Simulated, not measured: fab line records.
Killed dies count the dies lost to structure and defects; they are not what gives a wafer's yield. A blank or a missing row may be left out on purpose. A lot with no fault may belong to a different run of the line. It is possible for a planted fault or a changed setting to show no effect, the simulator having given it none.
Problem report in the 8D (eight disciplines) form, filled by code ; flow sky130 ; the parts of the form that need people (team, actions taken, sign-off) are left out

== 1. WHAT WENT WRONG ==
Across 6 wafers from 2 lots, PAD_OPEN_BOW at SKY_PAD_OPEN_BOW_MEAS_13 averages 105 um, while fault-free wafers read 49 um with a standard deviation of 8.4. That puts it +6.7 standard deviations away from the usual mean.
First observed at day 50 14:25: wafer L607.1, on film metro-04. Wafers with a number at this step in the record: 36, from 12 lots. By rule, "out" or "out of limits" means more than 4 standard deviations away from the usual mean. The other wafers with a number count as sound.

== 2. WHAT IT IS, AND WHAT IT ISN'T ==
question;is;is not
which readings at this step;PAD_OPEN_BOW;-
which lots;L607, L608;L591, L592, L595, L596, L599, L600, L609, L610, L611, L613
which wafers of those lots;all that have a number;-
read on which gauges;film metro-01, film metro-04;film metro-02
when;from day 50 14:25;"up to then (18 sound wafers); but 12 sound wafers of L609, L610, L611, L613 came after"

== 3. WHAT RULES OUT EACH SUSPECT ==
Counting: a tool at a process step up to the reading stays a suspect if it ran every lot that is out and no sound lot after the first of them.
- ruled out: the gauge at SKY_PAD_OPEN_BOW_MEAS_13. The wafers that are out were read on 2 gauges (film metro-01, film metro-04).
- furnace-01 at SKY_PAD_OPEN_ANNEAL_12: ruled out as a lasting fault. Sound lots L610 ran on it after its first lot that is out, L607 (day 50 12:55).
Left after counting: nothing in the record.

== 4. THE CAUSE (what the simulator had put in) ==
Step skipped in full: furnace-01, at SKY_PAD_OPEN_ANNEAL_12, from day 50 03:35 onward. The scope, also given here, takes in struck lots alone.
It was ruled out by counting, in error; the rule expects a fault to strike all lots run on its tool from its start on, and this fault did not.

== 5. THE EFFECT CHAIN, in route order ==
One row per reading whose mean, taken over the struck wafers that have a number, lies over 3 standard deviations from the usual. Only readings for which the record gives a usual standard deviation are gone through. hours: the time from each lot's start at the first step in this table that gives one to its start at this step, as a median over the lots. sigmas: the change in usual standard deviations.
hours;step;reading;usual;on struck wafers;change;sigmas
0;SKY_PAD_OPEN_BOW_MEAS_13;PAD_OPEN_BOW;49 um;105;+56;+6.7
Readings that are blank on the struck wafers while sound wafers have them: ramp down c per min at SKY_PAD_OPEN_ANNEAL_12; ramp up c per min at SKY_PAD_OPEN_ANNEAL_12.

== 6. WHAT WOULD HAVE CAUGHT IT SOONER ==
The first out-of-limits reading at a measuring or inspecting step in this record came at day 50 14:25, 11 hours after the fault's start at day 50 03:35.
At SKY_PAD_OPEN_ANNEAL_12 the tool's readings are blank on the struck wafers, where sound wafers have them: an empty tool record is the first sign, and it was there at once.
